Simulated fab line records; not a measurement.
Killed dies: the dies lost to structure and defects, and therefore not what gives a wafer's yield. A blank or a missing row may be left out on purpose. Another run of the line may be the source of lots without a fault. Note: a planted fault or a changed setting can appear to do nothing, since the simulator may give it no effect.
The same fault as seen by 2 desks	flow sky130	each desk holds nothing but its own numbers, with what lay behind them at the end

== AT THE METROLOGY DESK ==
Lot by lot, what the gauges showed, no matter which tool ran the lot: averages of those sampled wafers that carry a number. The brackets show how far a lot's mean lies from the usual mean; more than 4 standard deviations puts the lot out of limits, marked OUT.
Columns: A = LDD_N_TW at SKY_LDD_N_TW_MEAS_17, usual 2581; B = SD_P_TW at SKY_SD_P_TW_MEAS_11, usual 2817; C = SD_P_RS at SKY_SD_N_RS_MEAS_17, usual 147.0 ohm/sq
lot	first seen here	A	B	C
L463	day 18 00:38	2578	2812	147.1
L466	day 19 13:48	2593	2848	147.6
L468	day 20 02:33	2557	2827	146.6
L470	day 21 02:28	2556	2793	146.9
L472	day 21 11:19	2570	2793	147.4
L478	day 23 15:44	2578	2753	148.9 (+4.6) OUT
L479	day 24 00:47	2551	2779	147.8
L481	day 24 17:39	2595	2790	148.0
L483	day 25 10:10	2594	2802	147.0
L485	day 25 19:12	2605	2817	147.5
This desk finds L478 out of limits, with the earliest case on L478 at day 33 09:20 (SD_P_RS at SKY_SD_N_RS_MEAS_17). In limits: L463, L466, L468, L470, L472, L479, L481, L483, L485.

== AT THE TOOL OWNER'S DESK: implanter-02 ==
For each lot that ran on this tool, the mean over its sampled wafers that have a number, from the tool's own readings at SKY_SD_P_IMPLANT_09. The brackets show how far a lot's mean lies from the usual mean; more than 4 standard deviations puts the lot out of limits, marked OUT.
Columns: A = beamOnS at SKY_SD_P_IMPLANT_09, usual 13.7 s; B = faradayCurrentUA at SKY_SD_P_IMPLANT_09, usual 11964
lot	first seen here	A	B
L468	day 27 16:52	13.1	12467
L472	day 29 00:11	13.2	12418
L478	day 31 01:22	12.0	13886
L479	day 31 08:55	12.4	13440
L481	day 31 23:28	12.2	13634
This desk found nothing out of limits on any of the 5 lots.

== PUT TOGETHER ==
On L478, the metrology desk was in a position to raise an alarm at day 33 09:20.
Nothing out of limits was seen by the tool owner's desk.
The tool owner's desk has L478 on record, within its limits.
On implanter-02, each named lot ran SKY_SD_P_IMPLANT_09.

== WHAT THE SIMULATOR HAD INSERTED ==
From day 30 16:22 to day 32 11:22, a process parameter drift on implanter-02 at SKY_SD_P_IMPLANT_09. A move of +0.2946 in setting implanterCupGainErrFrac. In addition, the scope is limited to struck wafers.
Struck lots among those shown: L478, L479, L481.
Delay in hours, fault start to first out-of-limits reading, per desk: metrology desk 65.
